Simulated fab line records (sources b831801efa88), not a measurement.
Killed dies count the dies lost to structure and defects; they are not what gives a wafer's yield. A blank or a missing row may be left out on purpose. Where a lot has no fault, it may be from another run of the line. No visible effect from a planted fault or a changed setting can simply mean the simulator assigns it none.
2 desks looking at one fault	flow sky130	each desk holds nothing but its own numbers, with what lay behind them at the end

THE TOOL OWNER'S DESK: plasma_asher-01
The tool's own readings at SKY_LDD_N_STRIP_16 (strips in O2/N2): means of the sampled wafers that have a number, for each lot that ran on this tool. A lot is out of limits, marked OUT, if its mean lies more than 4 standard deviations from the usual mean; the brackets give that distance.
Columns: A = drypump_motor_current_A at SKY_LDD_N_STRIP_16, usual 5.7 A; B = oes_product_au at SKY_LDD_N_STRIP_16, usual 0.407 a.u.; C = strip_time_to_endpoint_s at SKY_LDD_N_STRIP_16, usual 4.322 s
lot	first seen here	A	B	C
L495	day 20 09:33	5.4	0.408	4.321
L498	day 21 14:42	5.4	0.402	4.333
L502	day 23 00:50	5.3	0.402	4.327
L509	day 25 11:34	5.3	0.406	4.322
Finding of this desk: none of the 4 lots has anything out of limits.

METROLOGY DESK
Lot by lot, what the gauges showed, no matter which tool ran the lot: averages of those sampled wafers that carry a number. A lot is out of limits, marked OUT, if its mean lies more than 4 standard deviations from the usual mean; the brackets give that distance.
Columns: A = PAD_OPEN_BOW at SKY_PAD_OPEN_BOW_MEAS_13, usual 49 um
lot	first seen here	A
L490	day 46 13:46	52
L491	day 46 19:43	55
L492	day 47 01:23	48
L493	day 47 04:17	44
L495	day 47 16:41	47
L498	day 48 10:05	55
L500	day 48 21:11	37
L502	day 49 09:05	49
L507	day 50 05:39	57
L509	day 50 16:55	52
L510	day 50 20:46	49
L511	day 51 02:53	60
Finding of this desk: none of the 12 lots has anything out of limits.

TAKEN TOGETHER
Nothing out of limits was seen by the tool owner's desk.
The metrology desk saw nothing out of limits.

WHAT THE SIMULATOR PUT IN
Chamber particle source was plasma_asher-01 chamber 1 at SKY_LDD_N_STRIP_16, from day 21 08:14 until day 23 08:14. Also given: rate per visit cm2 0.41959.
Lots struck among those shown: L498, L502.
